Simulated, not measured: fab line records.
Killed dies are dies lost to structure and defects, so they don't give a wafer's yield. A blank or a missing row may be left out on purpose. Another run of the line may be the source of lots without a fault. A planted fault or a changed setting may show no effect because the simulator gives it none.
fab line records	flow sky130
[record] lots = 6	wafers = 18	lastDay = 51
route steps=708 shown FIELD_ISO@13 PAD_OPEN@708
lots untouched by any fault: they come from a run of this same line in which no faults occurred
startH: the number of hours between the record's first day and the start of the first shown wafer of the lot	waitH: hours from the lot's prior step to this one	" the same as in the row above	L1.1+2: one row covering several wafers at once	- no value, or no start was given	* or withheld: withheld	< > ~ a bound
route shown NAME@n: names a module that has steps shown in the file, with the first one's number in the route	usual: average and standard deviation across the fault-free wafers	same: alike in all rows	chamber/n: place in a boat	sites: per-site readings	_std_site: standard deviation across them	_edge_site: inner sites' mean taken away from outer sites' mean	radiusMm: for every site, how far away it sits from the centre of the wafer	mask NAME#n: copy n	behind: tool/chamber where the wafer was last shaped	hold: cause of the lot's hold/its duration in hours/its outcome	device: which transistor (n, p or np) failed to switch	end of line: tests of these same wafers at the route's end	for a step that has no rows: nothing shown but its recipe	killed: the dies lost at the first sort to structure and to defects; this is not the yield of the wafer	map: shows each die of a wafer: x if killed, . if not, _ if none is there
set.NAME: the run value of the setting; set.NAME@STEP: its run value at that earlier step	model.NAME: the simulator's own value behind a step, which no gauge read
lots seen at some steps along the route; tables by step, rows by wafer
services: the hour from which a tool's chamber was out of use, counted from the record's first day as startH (under 0 if before that day), plus the number of hours and why
[[steps]]
[step SKY_FIELD_ISO_DEVELOP_12]
[recipe] developTimeS = 60	resist = KrF-thick	devTempC = 21
[step SKY_FIELD_ISO_CD_MEAS_13]
[recipe] targetCdNm = 150
[usual] cdNm = 150.5/1.7
lot.wafer	tool	chamber	startH	waitH	cdNm
L462.1	cdSem-02	-	34.96	-	150.3
L462.2	"	-	"	"	148.2
L462.4	"	-	"	"	149.6
L470.2	cdSem-02	-	74.88	-	149.5
L470.3	"	-	"	"	150.1
L470.5	"	-	"	"	150.0
L475.2	cdSem-01	-	100.96	-	150.3
L475.3	"	-	"	"	151.0
L475.4	"	-	"	"	151.5
L480.2	cdSem-01	-	129.76	-	150.7
L480.3	"	-	"	"	151.3
L480.4	"	-	"	"	152.0
L481.3	cdSem-01	-	136.15	-	152.4
L481.4	"	-	"	"	151.6
L481.5	"	-	"	"	151.2
L484.2	cdSem-01	-	155.92	-	150.9
L484.3	"	-	"	"	150.7
L484.4	"	-	"	"	151.3
[step SKY_FIELD_ISO_ETCH_14]
[recipe] chemistry = N2/H2	target = BARC	ionEnergyEv = 200	sourceW = 500	biasW = 100	pressureMtorr = 30	n2FlowSccm = 100	h2FlowSccm = 200	stopOn = SiO2	timeS = 45.9	targetDepthA = 600
[usual] chamberPressureMTorr = 30.00/0.052	drypumpMotorCurrentA = 5.8/0.43	oesProductAu = 0.854/0.0048	throttleValvePct = 13.226/0.0092
lot.wafer	tool	chamber	startH	waitH	chamberPressureMTorr	drypumpMotorCurrentA	oesProductAu	rfHoursCounterH	throttleValvePct
L462.1	rieDiel-01	1	35.08	0.1	29.99	5.5	0.864	6	13.237
L462.2	"	0	"	"	30.01	5.7	0.852	21	13.231
L462.4	"	0	"	"	30.02	5.7	0.853	-	13.226
L470.2	rieDiel-01	3	74.98	0.1	30.01	5.5	0.852	169	13.230
L470.3	"	2	"	"	29.97	5.4	0.856	81	13.228
L470.5	"	2	"	"	29.98	5.4	0.856	-	13.235
L475.2	rieDiel-04	1	101.06	0.1	30.02	6.2	0.859	87	13.222
L475.3	"	3	"	"	30.00	6.0	0.860	2	13.226
L475.4	"	2	"	"	29.96	6.4	0.851	22	13.230
L480.2	rieDiel-02	0	129.86	0.1	30.01	6.3	0.863	10	13.227
L480.3	"	1	"	"	29.97	5.7	0.860	27	13.230
L480.4	"	3	"	"	29.94	5.3	0.855	152	13.222
L481.3	rieDiel-04	3	136.23	0.1	30.01	6.0	0.851	3	13.223
L481.4	"	2	"	"	30.00	6.4	0.854	22	13.221
L481.5	"	1	"	"	29.98	6.3	0.842	-	13.233
L484.2	rieDiel-02	1	156.02	0.1	29.98	5.7	0.848	28	13.232
L484.3	"	0	"	"	29.98	6.3	0.852	10	13.236
L484.4	"	3	"	"	30.00	5.3	0.853	152	13.238
[step SKY_FIELD_ISO_ETCH_15]
[recipe] chemistry = CHF3/O2	targetDepthNm = 180	stopOn = Si	sourceW = 600	biasW = 200	pressureMtorr = 40	chf3FlowSccm = 50	O2_flow_sccm = 5	timeS = 72
[usual] chamberPressureMTorr = 40.00/0.041	chf3FlowSccm = 49.99/0.18	drypumpMotorCurrentA = 5.8/0.43	oesProductAu = 0.945/0.0068	throttleValvePct = 8.843/0.011
lot.wafer	tool	chamber	startH	waitH	chamberPressureMTorr	chf3FlowSccm	drypumpMotorCurrentA	oesProductAu	rfHoursCounterH	throttleValvePct
L462.1	rieDiel-01	1	35.12	0.0	39.93	49.81	5.5	0.951	6	8.853
L462.2	"	0	"	"	39.95	49.95	5.7	0.948	21	8.853
L462.4	"	0	"	"	40.00	49.69	5.7	0.949	-	8.851
L470.2	rieDiel-01	3	75.02	0.0	40.01	50.04	5.5	0.949	169	8.833
L470.3	"	2	"	"	39.93	50.01	5.4	0.936	81	8.844
L470.5	"	2	"	"	40.03	50.01	5.4	0.940	-	8.822
L475.2	rieDiel-04	1	101.11	0.0	39.97	49.74	6.2	0.948	87	8.854
L475.3	"	3	"	"	40.05	49.77	6.0	0.945	2	8.827
L475.4	"	2	"	"	40.02	50.03	6.4	0.944	22	8.846
L480.2	rieDiel-02	0	129.91	0.0	40.01	49.78	6.3	0.940	10	8.828
L480.3	"	1	"	"	39.95	50.07	5.7	0.948	27	8.851
L480.4	"	3	"	"	40.01	49.82	5.3	0.938	152	8.844
L481.3	rieDiel-04	3	136.27	0.0	40.01	49.98	6.0	0.948	3	8.837
L481.4	"	2	"	"	39.99	49.78	6.4	0.959	22	8.834
L481.5	"	1	"	"	40.03	49.90	6.3	0.953	-	8.848
L484.2	rieDiel-02	1	156.06	0.0	39.99	50.06	5.7	0.941	28	8.848
L484.3	"	0	"	"	39.94	49.89	6.3	0.944	10	8.845
L484.4	"	3	"	"	39.99	49.92	5.3	0.940	152	8.839
[step SKY_FIELD_ISO_STRIP_16]
[recipe] chemistry = O2/N2	powerW = 1400	pressureMtorr = 1500	platenTempC = withheld	o2FlowSccm = 3000	n2FlowSccm = 300	overashFraction = 0.5
[usual] chamberPressureMTorr = 1500.0/1.3	drypumpMotorCurrentA = 6.0/0.45	o2FlowSccm = 2999/8.6	oesProductAu = 0.378/0.0048	stripTimeToEndpointS = 3.54/0.04
lot.wafer	tool	chamber	startH	waitH	chamberPressureMTorr	drypumpMotorCurrentA	o2FlowSccm	oesProductAu	rfHoursCounterH	stripTimeToEndpointS
L462.1	plasmaAsher-02	0	35.18	0.0	1498.6	6.4	2985	0.379	35	3.58
L462.2	"	1	"	"	1501.6	5.2	3006	0.377	35	3.56
L462.4	"	1	"	"	1501.9	5.2	2997	0.385	-	3.59
L470.2	plasmaAsher-02	1	75.08	0.0	1500.0	5.2	2986	0.382	39	3.55
L470.3	"	1	"	"	1499.7	5.2	2998	0.383	-	3.51
L470.5	"	1	"	"	1500.4	5.2	2991	0.378	-	3.49
L475.2	plasmaAsher-01	0	101.16	0.0	1501.3	6.2	3006	0.381	29	3.57
L475.3	"	0	"	"	1498.6	6.2	2996	0.372	-	3.53
L475.4	"	1	"	"	1500.3	5.9	3008	0.374	-	3.54
L480.2	plasmaAsher-02	1	129.96	0.0	1497.3	5.2	2996	0.377	1	3.55
L480.3	"	1	"	"	1499.4	5.2	3002	0.376	-	3.57
L480.4	"	0	"	"	1501.8	6.4	3002	0.370	-	3.50
L481.3	plasmaAsher-03	1	136.36	0.1	1500.1	6.5	2983	0.374	-	3.51
L481.4	"	0	"	"	1498.0	5.8	3004	0.371	-	3.49
L481.5	"	1	"	"	1500.7	6.5	2995	0.383	-	3.54
L484.2	plasmaAsher-02	1	156.12	0.0	1501.6	5.2	2986	0.387	4	3.59
L484.3	"	0	"	"	1499.2	6.4	3004	0.382	-	3.52
L484.4	"	1	"	"	1501.2	5.2	2987	0.373	-	3.51
[step SKY_FIELD_ISO_ETCH_17]
[recipe] targetDepthA = 3420	maskMaterial = Si3N4	chemistry = HBr/Cl2/O2	target = Si	taperDeg = 5	icpW = 600	biasW = 150	pressureMtorr = 15	HBr_flow_sccm = 150	Cl2_flow_sccm = 40	O2_flow_sccm = 6	timeS = 97.7
[usual] chamberPressureMTorr = 15.001/0.013	drypumpMotorCurrentA = 5.8/0.59	oesProductAu = 0.996/0.011	throttleValvePct = 25.660/0.011
lot.wafer	tool	chamber	startH	waitH	chamberPressureMTorr	drypumpMotorCurrentA	oesProductAu	rfHoursCounterH	throttleValvePct
L462.1	rieSi-02	2	35.28	0.1	15.020	4.8	0.999	78	25.654
L462.2	"	0	"	"	14.995	6.3	0.991	90	25.655
L462.4	"	1	"	"	14.977	6.2	1.007	12	25.651
L470.2	rieSi-02	1	75.18	0.1	15.009	6.2	0.991	12	25.653
L470.3	"	0	"	"	14.997	6.4	1.002	91	25.656
L470.5	"	1	"	"	14.997	6.2	1.002	-	25.637
L475.2	rieSi-02	0	101.26	0.1	15.000	6.4	1.011	91	25.643
L475.3	"	3	"	"	15.014	5.2	0.999	0	25.661
L475.4	"	2	"	"	15.011	4.9	1.010	79	25.647
L480.2	rieSi-02	0	130.06	0.1	15.019	6.4	1.001	91	25.645
L480.3	"	2	"	"	15.008	4.8	0.991	79	25.653
L480.4	"	3	"	"	15.035	5.2	0.974	1	25.673
L481.3	rieSi-02	0	136.42	0.0	15.013	6.3	1.012	91	25.660
L481.4	"	2	"	"	15.006	4.8	0.988	79	25.661
L481.5	"	2	"	"	15.008	4.8	0.999	-	25.667
L484.2	rieSi-02	0	156.22	0.1	15.023	6.4	1.000	92	25.668
L484.3	"	3	"	"	15.011	5.2	0.976	1	25.676
L484.4	"	2	"	"	14.998	4.9	1.001	79	25.674
[step SKY_FIELD_ISO_WET_ETCH_18]
[recipe] chemistry = H3PO4	targetDepthNm = 25	tempC = 160	target = Si3N4	timeS = 286
[step SKY_FIELD_ISO_CLEAN_19]
[recipe] chemistry = SC1/SC2	mix = 1:4:20	tempC = 70	timeS = 150
[step SKY_FIELD_ISO_CLEAN_20]
[recipe] chemistry = dHF	timeS = 20	dilution = 100:1
[step SKY_FIELD_ISO_WET_ETCH_21]
[recipe] chemistry = dHF	dilution = 100:1	targetDepthNm = 20	dry = ipaMarangoni	target = SiO2	tempC = 25	timeS = 400
[step SKY_FIELD_ISO_OXIDATION_22]
[recipe] tempC = 950	ambient = O2	stabiliseS = 600	purgeS = 300	targetThkA = 100	oxTimeS = 623
[step SKY_FIELD_ISO_THK_MEAS_23]
[recipe] reads = SiO2_of_FIELD_ISO_OXIDATION_22
[usual] FIELD_ISO_OXIDATION_01_THK = 9.91/0.18
lot.wafer	tool	chamber	startH	waitH	FIELD_ISO_OXIDATION_01_THK[nm]
L462.1	filmMetro-02	-	39.14	0.0	10.11
L462.2	"	-	"	"	10.26
L462.4	"	-	"	"	10.21
L470.2	filmMetro-02	-	78.51	0.0	9.84
L470.3	"	-	"	"	9.72
L470.5	"	-	"	"	9.82
L475.2	filmMetro-02	-	104.06	0.0	10.06
L475.3	"	-	"	"	10.07
L475.4	"	-	"	"	9.85
L480.2	filmMetro-04	-	132.26	0.0	10.18
L480.3	"	-	"	"	10.15
L480.4	"	-	"	"	10.09
L481.3	filmMetro-01	-	138.00	0.0	9.85
L481.4	"	-	"	"	9.77
L481.5	"	-	"	"	9.72
L484.2	filmMetro-01	-	158.44	0.0	9.74
L484.3	"	-	"	"	9.64
L484.4	"	-	"	"	9.64
[step SKY_FIELD_ISO_CVD_24]
[recipe] material = SiO2	targetThkNm = 595	tempC = 650	sigmaOpenFrac = 0.3	timeS = 99.2	sih4FlowSccm = 60	pressureMtorr = 6
lot.wafer	tool	chamber	startH	waitH	model.SiO2_of_FIELD_ISO_CVD_24.thkNm
L462.1	hdpcvd-02	1	39.20	0.1	591.9
L462.2	"	0	"	"	590.6
L462.4	"	0	"	"	582.6
L470.2	hdpcvd-02	0	78.56	0.0	600.3
L470.3	"	1	"	"	603.1
L470.5	"	0	"	"	597.2
L475.2	hdpcvd-01	1	104.11	0.0	593.5
L475.3	"	0	"	"	596.1
L475.4	"	1	"	"	595.5
L480.2	hdpcvd-01	2	132.31	0.0	596.5
L480.3	"	0	"	"	607.5
L480.4	"	0	"	"	641.1
L481.3	hdpcvd-01	2	138.04	0.0	601.4
L481.4	"	1	"	"	648.7
L481.5	"	2	"	"	599.5
L484.2	hdpcvd-02	0	158.49	0.0	595.1
L484.3	"	1	"	"	597
L484.4	"	0	"	"	591.8
[step SKY_FIELD_ISO_THK_MEAS_25]
[recipe] reads = SiO2_of_FIELD_ISO_CVD_24
[usual] FIELD_ISO_CVD_24_THK = 597/5.8
lot.wafer	tool	chamber	startH	waitH	FIELD_ISO_CVD_24_THK[nm]
L462.1	filmMetro-04	-	39.27	0.0	592
L462.2	"	-	"	"	590
L462.4	"	-	"	"	582
L470.2	filmMetro-01	-	78.64	0.0	600
L470.3	"	-	"	"	603
L470.5	"	-	"	"	598
L475.2	filmMetro-04	-	104.19	0.0	593
L475.3	"	-	"	"	597
L475.4	"	-	"	"	595
L480.2	filmMetro-01	-	132.39	0.0	597
L480.3	"	-	"	"	607
L480.4	"	-	"	"	641
L481.3	filmMetro-04	-	138.13	0.1	601
L481.4	"	-	"	"	649
L481.5	"	-	"	"	600
L484.2	filmMetro-01	-	158.57	0.0	595
L484.3	"	-	"	"	597
L484.4	"	-	"	"	591
[step SKY_FIELD_ISO_ANNEAL_26]
[recipe] tempC = 1000	timeS = 1800	ambient = N2
[step SKY_PAD_OPEN_PROBE_99]
[usual] killed_at_M0_to_M3 = 43/6.6	killed_at_M4_up = 3.4/1.8	killedAtContacts = 24/5.7	killedAtFrontEnd = 15/4.2	killedAtOther = 0.3/0.58	killedDies = 86/8	killedOpen = 46/7.2	killedShort = 39/5.8
[same] grossDies = 492	killedAtBackSide = 0
lot.wafer	tool	chamber	startH	waitH	killed_at_M0_to_M3	killed_at_M4_up	killedAtContacts	killedAtFrontEnd	killedAtOther	killedDies	killedOpen	killedShort
L462.1	prober-02	-	1092.00	0.1	42	3	22	16	0	83	36	46
L462.2	prober-02	-	1092.05	0.1	35	4	26	15	1	81	41	40
L462.4	prober-02	-	1092.15	0.2	39	1	22	14	2	78	33	44
L470.2	prober-02	-	1142.10	0.1	44	4	34	14	0	96	51	45
L470.3	prober-02	-	1142.15	0.2	43	3	13	13	0	72	34	37
L470.5	prober-02	-	1142.25	0.2	41	5	36	23	0	105	61	43
L475.2	prober-02	-	1164.48	0.1	42	4	23	12	1	82	53	29
L475.3	prober-02	-	1164.53	0.2	38	4	33	18	0	93	54	39
L475.4	prober-02	-	1164.58	0.2	42	6	28	13	0	89	54	35
L480.2	prober-01	-	1192.08	0.1	54	5	24	21	0	104	51	53
L480.3	prober-01	-	1192.13	0.2	49	4	17	14	0	84	45	38
L480.4	prober-01	-	1192.18	0.2	44	4	24	15	0	87	54	33
L481.3	prober-02	-	1197.54	0.2	39	3	30	13	0	85	40	45
L481.4	prober-02	-	1197.59	0.2	38	7	25	15	0	85	42	40
L481.5	prober-02	-	1197.64	0.2	45	5	32	14	1	97	52	45
L484.2	prober-02	-	1213.17	0.1	36	4	29	11	0	80	46	34
L484.3	prober-02	-	1213.22	0.2	41	6	22	13	0	82	47	35
L484.4	prober-02	-	1213.27	0.2	46	4	44	12	0	106	60	46
// killed by level:class
L462.1 CONTACT:geometricParticle:open=12 VIA3:geometricParticle:open=8 VIA2:geometricParticle:short=6 CONTACT:geometricParticle:short=6 VIA1:geometricParticle:open=6 METAL2:geometricParticle:short=6 METAL1:geometricParticle:short=5 POLY_GATE:geometricParticle:short=4
L462.2 VIA1:geometricParticle:open=11 LI_CONTACT:geometricParticle:open=10 CONTACT:geometricParticle:open=6 METAL2:geometricParticle:short=6 FIELD_ISO:geometricParticle:short=4 VIA2:geometricParticle:short=4 POLY_CUT:geometricParticle:short=3 LI_CONTACT:geometricParticle:short=3
L462.4 METAL1:geometricParticle:short=10 VIA2:geometricParticle:open=8 LI_CONTACT:geometricParticle:short=6 METAL2:geometricParticle:short=6 VIA1:geometricParticle:open=5 CONTACT:geometricParticle:short=5 FIELD_ISO:geometricParticle:open=4 FIELD_ISO:geometricParticle:short=3
L470.2 LI_CONTACT:geometricParticle:open=11 CONTACT:geometricParticle:open=9 VIA1:geometricParticle:open=9 METAL2:geometricParticle:short=7 VIA3:geometricParticle:open=6 CONTACT:geometricParticle:short=6 LI_CONTACT:geometricParticle:short=5 VIA3:geometricParticle:short=5
L470.3 VIA1:geometricParticle:open=9 LI_CONTACT:geometricParticle:open=6 VIA3:geometricParticle:open=6 VIA2:geometricParticle:open=5 METAL1:geometricParticle:short=5 METAL2:geometricParticle:short=5 VIA2:geometricParticle:short=5 LOCAL_INTERCONNECT:geometricParticle:short=4
L470.5 CONTACT:geometricParticle:open=14 LI_CONTACT:geometricParticle:open=9 CONTACT:geometricParticle:short=8 FIELD_ISO:geometricParticle:open=7 VIA2:geometricParticle:open=7 VIA1:geometricParticle:open=6 VIA3:geometricParticle:open=6 FIELD_ISO:geometricParticle:short=5
L475.2 CONTACT:geometricParticle:open=17 VIA1:geometricParticle:open=12 VIA1:geometricParticle:short=7 VIA2:geometricParticle:open=5 VIA3:geometricParticle:open=5 POLY_GATE:geometricParticle:short=4 FIELD_ISO:geometricParticle:short=3 POLY_GATE:geometricParticle:open=3
L475.3 CONTACT:geometricParticle:open=14 LOCAL_INTERCONNECT:geometricParticle:short=11 VIA2:geometricParticle:open=10 VIA1:geometricParticle:open=9 FIELD_ISO:geometricParticle:short=6 FIELD_ISO:geometricParticle:open=5 VIA3:geometricParticle:open=5 LI_CONTACT:geometricParticle:open=4
L475.4 VIA1:geometricParticle:open=16 CONTACT:geometricParticle:open=9 VIA2:geometricParticle:open=8 LI_CONTACT:geometricParticle:open=7 CONTACT:geometricParticle:short=6 METAL4:geometricParticle:short=5 FIELD_ISO:geometricParticle:short=4 FIELD_ISO:geometricParticle:open=4
L480.2 VIA1:geometricParticle:open=14 CONTACT:geometricParticle:short=8 VIA1:geometricParticle:short=8 FIELD_ISO:geometricParticle:open=7 VIA3:geometricParticle:open=7 FIELD_ISO:geometricParticle:short=6 VIA2:geometricParticle:open=6 LOCAL_INTERCONNECT:geometricParticle:short=6
L480.3 CONTACT:geometricParticle:open=8 VIA1:geometricParticle:open=8 METAL2:geometricParticle:short=8 VIA2:geometricParticle:open=8 VIA1:geometricParticle:short=6 VIA3:geometricParticle:open=6 FIELD_ISO:geometricParticle:open=4 VIA3:geometricParticle:short=4
L480.4 VIA1:geometricParticle:open=17 VIA2:geometricParticle:open=8 LI_CONTACT:geometricParticle:open=7 POLY_GATE:geometricParticle:open=6 CONTACT:geometricParticle:open=6 FIELD_ISO:geometricParticle:short=4 METAL3:geometricParticle:short=4 METAL4:geometricParticle:short=4
L481.3 CONTACT:geometricParticle:short=10 CONTACT:geometricParticle:open=8 VIA1:geometricParticle:open=7 LI_CONTACT:geometricParticle:open=6 VIA1:geometricParticle:short=6 METAL1:geometricParticle:short=5 METAL2:geometricParticle:short=5 VIA2:geometricParticle:open=5
L481.4 VIA1:geometricParticle:open=10 CONTACT:geometricParticle:open=9 METAL1:geometricParticle:short=8 CONTACT:geometricParticle:short=6 VIA3:geometricParticle:open=6 LI_CONTACT:geometricParticle:open=5 VIA1:geometricParticle:short=5 FIELD_ISO:geometricParticle:open=4
L481.5 VIA1:geometricParticle:open=11 VIA2:geometricParticle:open=10 LI_CONTACT:geometricParticle:open=8 LOCAL_INTERCONNECT:geometricParticle:short=8 CONTACT:geometricParticle:open=8 FIELD_ISO:geometricParticle:short=5 METAL3:geometricParticle:short=5 VIA3:geometricParticle:open=4
L484.2 LI_CONTACT:geometricParticle:open=10 VIA1:geometricParticle:open=10 CONTACT:geometricParticle:open=9 VIA2:geometricParticle:open=7 FIELD_ISO:geometricParticle:short=5 LOCAL_INTERCONNECT:geometricParticle:short=4 METAL2:geometricParticle:short=4 LI_CONTACT:geometricParticle:short=3
L484.3 VIA1:geometricParticle:open=12 LI_CONTACT:geometricParticle:open=9 VIA3:geometricParticle:open=8 FIELD_ISO:geometricParticle:short=5 CONTACT:geometricParticle:open=5 VIA2:geometricParticle:open=5 LOCAL_INTERCONNECT:geometricParticle:short=4 METAL1:geometricParticle:short=4
L484.4 CONTACT:geometricParticle:open=15 LI_CONTACT:geometricParticle:open=11 CONTACT:geometricParticle:short=11 VIA1:geometricParticle:open=8 FIELD_ISO:geometricParticle:open=7 VIA1:geometricParticle:short=6 VIA2:geometricParticle:open=6 METAL3:geometricParticle:short=5
[[services]]
tool	chamber	startH	hours	kind
rieDiel-02	2	20.35	14.5	repair
rieDiel-01	-	24.43	0.6	repair
rieDiel-01	2	33.03	2.2	repair
rieDiel-04	-	34.05	13.7	repair
rieSi-02	3	36.42	-	clean
rieSi-02	3	36.42	20.4	scheduledDown
rieSi-02	3	36.42	20.4	ventCycle
rieDiel-02	-	36.90	14.6	pm
hdpcvd-01	-	47.44	5.5	pm
rieDiel-04	-	58.54	10.0	pm
hdpcvd-02	2	63.91	4.9	repair
hdpcvd-01	-	66.75	15.0	pm
rieDiel-02	-	73.93	0.1	repair
rieDiel-01	3	78.88	-	clean
hdpcvd-01	2	86.52	7.4	repair
rieSi-02	-	87.90	0.3	repair
rieDiel-02	-	107.33	2.8	pm
plasmaAsher-02	-	108.81	9.0	pm
plasmaAsher-03	-	115.15	15.6	pm
rieDiel-04	0	117.37	2.2	repair
plasmaAsher-02	-	117.81	2.8	pm
rieDiel-02	0	133.44	16.1	repair
rieDiel-01	3	136.45	4.7	repair
rieDiel-04	0	151.08	10.1	repair
[[key]]
[firstSign] step = SKY_FIELD_ISO_THK_MEAS_25	reading = FIELD_ISO_CVD_24_THK	direction = up	sigmas = 8.4	usual = 597	struck = 645
effect none on later readings
[modelEffect] step = SKY_FIELD_ISO_CVD_24	value = SiO2_of_FIELD_ISO_CVD_24.thkNm	without = 604.5	struck = 644.9
metAt SKY_FIELD_ISO_CVD_24
struckWafers L480.4,L481.4
testerLeftOut L480,L481
onsetBetween 104.11 132.31
[fault] kind = processParameterDrift	tool = hdpcvd-01	chamber = -	onsetH = 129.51	steps = SKY_FIELD_ISO_CVD_24	channel = targetThkNm	offset = 40.46	shape = step	endH = 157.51	scope = struckWafersOnly	actsIn = theseRecipesOnly	stated = 595
// testerLeftOut: of these lots the tester's yield and bins aren't shown, on N5 and GAA mostly nor the transistor test; their killed dies are dies lost to structure and defects alone, not to doping, threshold or leakage, so they don't give the yield
